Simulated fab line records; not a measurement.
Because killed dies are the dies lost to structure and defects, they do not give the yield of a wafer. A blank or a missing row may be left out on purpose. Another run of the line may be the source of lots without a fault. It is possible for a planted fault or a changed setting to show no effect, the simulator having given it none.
Tool commonality check    flow gf180mcu    Sampled: 13 lots, 39 wafers

== REASON IT WAS OPENED ==
GF_LVPWELL_TW_MEAS_11, reading LVPWELL_TW: flagged on 2 of 13 lots. No-fault wafers: 555, standard deviation 3.3.
Rule: flag the lot when none of its wafers has a number, or when each of its wafers that has one lies beyond 4 standard deviations from that mean. The rest of the lots are taken to be sound.

lot   measured     on            LVPWELL_TW, wafer by wafer  flag
L650  day 3 21:09  filmMetro-01  557 561 558                 
L651  day 4 02:49  filmMetro-03  552 550 554                 
L652  day 4 08:53  filmMetro-03  552 555 554                 
L653  day 4 13:41  filmMetro-03  549 549 550                 
L654  day 4 18:39  filmMetro-02  552 552 552                 
L656  day 5 08:06  filmMetro-01  557 558 561                 
L657  day 5 11:23  filmMetro-03  556 555 555                 
L661  day 6 11:35  filmMetro-03  601 605 609                 FLAGGED
L664  day 7 03:52  filmMetro-01  613 612 613                 FLAGGED
L667  day 7 21:41  filmMetro-02  560 559 561                 
L669  day 8 06:48  filmMetro-02  550 549 554                 
L670  day 8 16:12  filmMetro-01  560 558 558                 
L672  day 9 00:59  filmMetro-02  558 556 555                 
Average over the flagged lots: 609; offset from the usual +54, equal to +16 standard deviations.

== WHICH TOOL RAN EACH LOT ==
The record holds 1 process step before the reading, out of a route of 602 steps. Read each cell as the tool, then ch plus the chambers that the sampled wafers visited, then the start.
lot   flag     GF_LVPWELL_IMPLANT_08
L650           implanter-03 ch 0, day 3 20:47
L651           implanter-04 ch 0, day 4 02:26
L652           implanter-03 ch 0, day 4 08:31
L653           implanter-04 ch 0, day 4 13:17
L654           implanter-01 ch 0, day 4 18:16
L656           implanter-01 ch 0, day 5 07:42
L657           implanter-01 ch 0, day 5 10:59
L661  FLAGGED  implanter-01 ch 0, day 6 11:11
L664  FLAGGED  implanter-01 ch 0, day 7 03:30
L667           implanter-04 ch 0, day 7 21:17
L669           implanter-03 ch 0, day 8 06:25
L670           implanter-04 ch 0, day 8 15:48
L672           implanter-04 ch 0, day 9 00:36
What is done by these steps:
- GF_LVPWELL_IMPLANT_08
- GF_LVPWELL_TW_MEAS_11

== FLAGGED OVER TOTAL, TOOL BY TOOL (the gauges that took the reading come last) ==
step                   tool          lots run  flagged  share of the flagged lots  sound lots run after its first flagged lot
GF_LVPWELL_IMPLANT_08  implanter-01  5         2        all                        0
GF_LVPWELL_IMPLANT_08  implanter-03  3         0        none                       -
GF_LVPWELL_IMPLANT_08  implanter-04  5         0        none                       -
GF_LVPWELL_TW_MEAS_11  filmMetro-01  4         1        some                       1 (L670)
GF_LVPWELL_TW_MEAS_11  filmMetro-02  4         0        none                       -
GF_LVPWELL_TW_MEAS_11  filmMetro-03  5         1        some                       0

== WHAT THE TABLE ALLOWS ==
In the table, 1 row covers all flagged lots: implanter-01 at GF_LVPWELL_IMPLANT_08.
- implanter-01 at GF_LVPWELL_IMPLANT_08 ran 5 lots, 2 of them flagged. A fault beginning between L657 (day 5 10:59), its last sound lot, and L661 (day 6 11:11), its first flagged one, fits the data. Its own readings lie more than 4 standard deviations out on every wafer of the flagged lots: tiltDeg.
Left over: one tool, implanter-01 at GF_LVPWELL_IMPLANT_08.

== WHAT WAS PUT IN BY THE SIMULATOR ==
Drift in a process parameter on implanter-01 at GF_LVPWELL_IMPLANT_08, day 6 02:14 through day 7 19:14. Setting tiltDeg, moved by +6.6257, from 0. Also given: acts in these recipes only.
Shown lots that were struck: L661, L664. The same result came from the rule above.
